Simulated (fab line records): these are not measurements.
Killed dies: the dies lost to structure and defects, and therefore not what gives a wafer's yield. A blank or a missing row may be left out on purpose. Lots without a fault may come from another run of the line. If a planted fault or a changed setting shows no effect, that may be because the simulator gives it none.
Chamber matching	flow gf180mcu	GF_V4_ETCH_16 on rie-diel-01: 4 sister chambers
The step etches BARC in N2/H2. 22 wafers are shown with their chamber, then 11 later ones without.

== WAFERS PAIRED WITH THEIR CHAMBERS ==
wafer	chamber	drypump-motor-current-A (A)	rf-fwd-power-W (W)	oes-product-au (a.u.)
L077.1	2	6.3	495.6	0.855
L077.3	3	6.5	496.8	0.856
L077.4	1	5.4	496.0	0.854
L079.2	0	5.4	495.6	0.862
L079.3	3	6.5	499.9	0.850
L079.4	2	6.3	498.8	0.854
L081.2	3	6.5	499.3	0.849
L081.4	0	5.5	492.3	0.866
L081.5	2	6.4	493.6	0.862
L084.1	0	5.4	495.2	0.860
L084.3	2	6.3	496.0	0.854
L084.5	1	5.4	491.2	0.848
L085.2	2	6.3	495.0	0.856
L085.3	3	6.5	497.9	0.850
L085.4	0	5.4	494.7	0.854
L088.1	3	6.5	497.8	0.852
L088.5	0	5.5	495.1	0.852
L088.6	2	6.4	494.9	0.852
L092.3	1	5.4	491.8	0.851
L092.4	2	6.3	493.8	0.850
L092.5	2	6.3	496.6	0.854
L093.3	3	6.5	499.7	0.853

SIGNATURES (means of the wafers above)
reading	chamber 0	chamber 1	chamber 2	chamber 3	scatter within a chamber
drypump-motor-current-A	5.440	5.400	6.325	6.500	0.0387
rf-fwd-power-W	494.580	493.000	495.538	498.567	1.63
oes-product-au	0.85880	0.85100	0.85462	0.85167	0.00387
Rule: a wafer lies at a distance from a chamber equal to the root of the sum of squares, over the readings, of (its reading less the chamber's mean, divided by the reading's scatter). The wafer belongs to the nearest chamber; if the next one is less than 2 further off, it can't be placed. The scatter is the square root of a quotient: the sum, over the shown wafers, of each reading's squared deviation from its chamber's mean, divided by wafers minus chambers.

== WAFERS WITHOUT THEIR CHAMBER ==
wafer	drypump-motor-current-A (A)	rf-fwd-power-W (W)	oes-product-au (a.u.)
L093.4	6.3	495.6	0.855
L093.6	6.3	496.9	0.854
L094.2	6.5	495.7	0.857
L094.3	6.3	495.6	0.863
L094.4	5.4	496.8	0.861
L095.2	5.4	495.1	0.854
L095.4	5.4	495.6	0.852
L095.6	6.5	497.7	0.853
L097.3	6.5	499.2	0.854
L097.4	5.4	495.8	0.851
L097.5	6.3	495.7	0.855

== EACH ONE'S CHAMBER ==
wafer	from the rows above	in truth
L093.4	2	2
L093.6	2	2
L094.2	3	3
L094.3	2	2
L094.4	can't be placed: 0 or 1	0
L095.2	can't be placed: 1 or 0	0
L095.4	can't be placed: 1 or 0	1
L095.6	3	3
L097.3	3	3
L097.4	can't be placed: 1 or 0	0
L097.5	2	2
7 of 11 placed correctly. Can't be placed from these rows: 4 (the true chamber is among the candidates in 4). Placed wrongly: 0.
